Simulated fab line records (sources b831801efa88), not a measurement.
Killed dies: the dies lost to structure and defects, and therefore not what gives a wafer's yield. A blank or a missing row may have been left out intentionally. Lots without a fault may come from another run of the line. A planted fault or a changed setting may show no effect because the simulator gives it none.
Which of the tools did it? / flow sky130 / 11 lots, 33 wafers sampled, at 3 steps of a route of 708

== WHAT EACH GAUGE READ, for each wafer ==
SKY_VT_ADJUST_LVTN_TW_MEAS_21.
lot=L784; measured=day 7 20:16; on=film metro-03; VT_ADJUST_LVTN_2_TW=184.4 184.9 186.1
lot=L786; measured=day 8 07:50; on=film metro-02; VT_ADJUST_LVTN_2_TW=189.3 189.3 189.3
lot=L787; measured=day 8 11:53; on=film metro-02; VT_ADJUST_LVTN_2_TW=189.3 190.3 189.1
lot=L791; measured=day 9 17:13; on=film metro-02; VT_ADJUST_LVTN_2_TW=189.6 188.9 190.2
lot=L792; measured=day 10 01:35; on=film metro-02; VT_ADJUST_LVTN_2_TW=190.2 190.0 189.5
lot=L793; measured=day 10 09:13; on=film metro-03; VT_ADJUST_LVTN_2_TW=29.7 29.8 29.6 29.9 29.8 29.7
lot=L795; measured=day 11 08:47; on=film metro-03; VT_ADJUST_LVTN_2_TW=186.0 185.0 185.6
lot=L796; measured=day 11 09:04; on=film metro-02; VT_ADJUST_LVTN_2_TW=187.4 188.1 188.6
lot=L797; measured=day 11 12:44; on=film metro-01; VT_ADJUST_LVTN_2_TW=190.2 189.9 188.8
lot=L805; measured=day 13 18:28; on=film metro-02; VT_ADJUST_LVTN_2_TW=187.3 188.3 188.2
lot=L806; measured=day 14 00:41; on=film metro-01; VT_ADJUST_LVTN_2_TW=189.2 187.6 189.3

== WHAT TOOL EACH LOT RAN ON (gives the tool, then ch and the chambers of the sampled wafers, and finally the start) ==
lot=L784; SKY_VT_ADJUST_LVTN_STRIP_09=plasma asher-01 ch 0, day 7 00:01; SKY_VT_ADJUST_LVTN_STRIP_20=plasma asher-03 ch 0,1, day 7 20:10
lot=L786; SKY_VT_ADJUST_LVTN_STRIP_09=plasma asher-01 ch 0,1, day 7 11:19; SKY_VT_ADJUST_LVTN_STRIP_20=plasma asher-04 ch 0,1, day 8 07:43
lot=L787; SKY_VT_ADJUST_LVTN_STRIP_09=plasma asher-01 ch 0,1, day 7 15:12; SKY_VT_ADJUST_LVTN_STRIP_20=plasma asher-01 ch 0,1, day 8 11:47
lot=L791; SKY_VT_ADJUST_LVTN_STRIP_09=plasma asher-03 ch 0,1, day 8 19:52; SKY_VT_ADJUST_LVTN_STRIP_20=plasma asher-03 ch 0,1, day 9 17:07
lot=L792; SKY_VT_ADJUST_LVTN_STRIP_09=plasma asher-03 ch 0,1, day 9 04:07; SKY_VT_ADJUST_LVTN_STRIP_20=plasma asher-01 ch 0,1, day 10 01:28
lot=L793; SKY_VT_ADJUST_LVTN_STRIP_09=plasma asher-04 ch 1, day 9 10:31; SKY_VT_ADJUST_LVTN_STRIP_20=plasma asher-01 ch 0,1, day 10 09:07
lot=L795; SKY_VT_ADJUST_LVTN_STRIP_09=plasma asher-03 ch 0,1, day 10 09:40; SKY_VT_ADJUST_LVTN_STRIP_20=plasma asher-03 ch 0,1, day 11 08:40
lot=L796; SKY_VT_ADJUST_LVTN_STRIP_09=plasma asher-01 ch 0,1, day 10 10:01; SKY_VT_ADJUST_LVTN_STRIP_20=plasma asher-01 ch 0,1, day 11 08:58
lot=L797; SKY_VT_ADJUST_LVTN_STRIP_09=plasma asher-03 ch 0,1, day 10 13:13; SKY_VT_ADJUST_LVTN_STRIP_20=plasma asher-01 ch 0,1, day 11 12:37
lot=L805; SKY_VT_ADJUST_LVTN_STRIP_09=plasma asher-04 ch 0,1, day 12 16:58; SKY_VT_ADJUST_LVTN_STRIP_20=plasma asher-01 ch 0,1, day 13 18:22
lot=L806; SKY_VT_ADJUST_LVTN_STRIP_09=plasma asher-04 ch 0,1, day 12 23:46; SKY_VT_ADJUST_LVTN_STRIP_20=plasma asher-03 ch 0, day 14 00:34
- SKY_VT_ADJUST_LVTN_STRIP_09: strips in O2/N2.
- SKY_VT_ADJUST_LVTN_STRIP_20: strips in O2/N2.

== THE ANSWER, worked out from the rows above alone ==
Rule: the usual values come from the lots themselves. The widest of any qualifying gaps counts: lots, ordered by their means at a reading, are off when they make up no more than a third of the lots, leave a main group of 4 or more, and stand apart from it by 3 or more times the standard deviation of that group's means. Not used: any main group whose means are identical at the precision the tables above print for the reading. A lot without any number at a reading at which 4 lots or more have one is off too. Any other lot the step has rows for is counted as sound.
Off: at SKY_VT_ADJUST_LVTN_TW_MEAS_21 (VT_ADJUST_LVTN_2_TW), L793. For the main group the mean is 188.3 and the standard deviation 1.6.
A tool fits if, at a process step before that reading, it ran every lot that is off, and no sound lot after the first of them. The gauges at SKY_VT_ADJUST_LVTN_TW_MEAS_21 are tried like those tools. No candidate that was tried fits.

== WHAT THE SIMULATOR PUT IN ==
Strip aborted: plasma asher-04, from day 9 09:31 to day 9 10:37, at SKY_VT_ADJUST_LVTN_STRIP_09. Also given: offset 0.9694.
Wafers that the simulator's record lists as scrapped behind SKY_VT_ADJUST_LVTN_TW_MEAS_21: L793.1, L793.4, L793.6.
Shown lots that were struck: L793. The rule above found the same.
